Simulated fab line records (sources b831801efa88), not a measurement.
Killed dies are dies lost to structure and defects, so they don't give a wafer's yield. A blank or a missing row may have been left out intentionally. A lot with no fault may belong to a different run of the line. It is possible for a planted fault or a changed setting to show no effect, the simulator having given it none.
Which tool was responsible? + flow gf180mcu + 12 lots, 36 wafers sampled, at 1 step of a route of 602

== WHAT EACH GAUGE READ, for each wafer ==
GF_V4_THK_MEAS_01.
| lot  | measured     | on            | V4_CVD_00_THK (nm) |
|------|--------------|---------------|--------------------|
| L075 | day 23 16:59 | film metro-01 | 594 598 594        |
| L077 | day 24 09:40 | film metro-01 | 597 591 598        |
| L079 | day 25 07:27 | film metro-01 | 603 604 603        |
| L081 | day 25 19:41 | film metro-01 | 602 610 607        |
| L083 | day 26 16:23 | film metro-03 | 600 612 598        |
| L085 | day 27 06:49 | film metro-01 | 606 609 603        |
| L087 | day 27 19:38 | film metro-03 | 603 593 588        |
| L088 | day 28 10:25 | film metro-01 | 587 588 579        |
| L091 | day 29 02:43 | film metro-03 | 589 597 590        |
| L093 | day 29 11:08 | film metro-02 | 585 593 598        |
| L095 | day 30 00:59 | film metro-03 | 596 601 591        |
| L096 | day 30 12:50 | film metro-03 | 599 590 587        |

== WHICH TOOL RAN EACH LOT (tool, then ch and the chambers of the sampled wafers, then the start) ==
No process step before these readings appears in the record.

== THE ANSWER, worked out from the rows above alone ==
Rule: the usual values come from the lots themselves. Put in order of their means at a reading, lots are off if they are a third of the lots or fewer, leave a main group of 4 or more, and stand apart from it by a gap of 3 or more times the standard deviation of the main group's means; of several such gaps the widest counts. The tables above print the reading to a certain number of digits; a main group whose means all agree to those digits is not used. A lot without any number at a reading at which 4 lots or more have one is off too. All remaining lots with rows at the step are treated as sound.
None of the lots is off at any reading shown; this tells nothing.

== WHAT THE SIMULATOR HAD INSERTED ==
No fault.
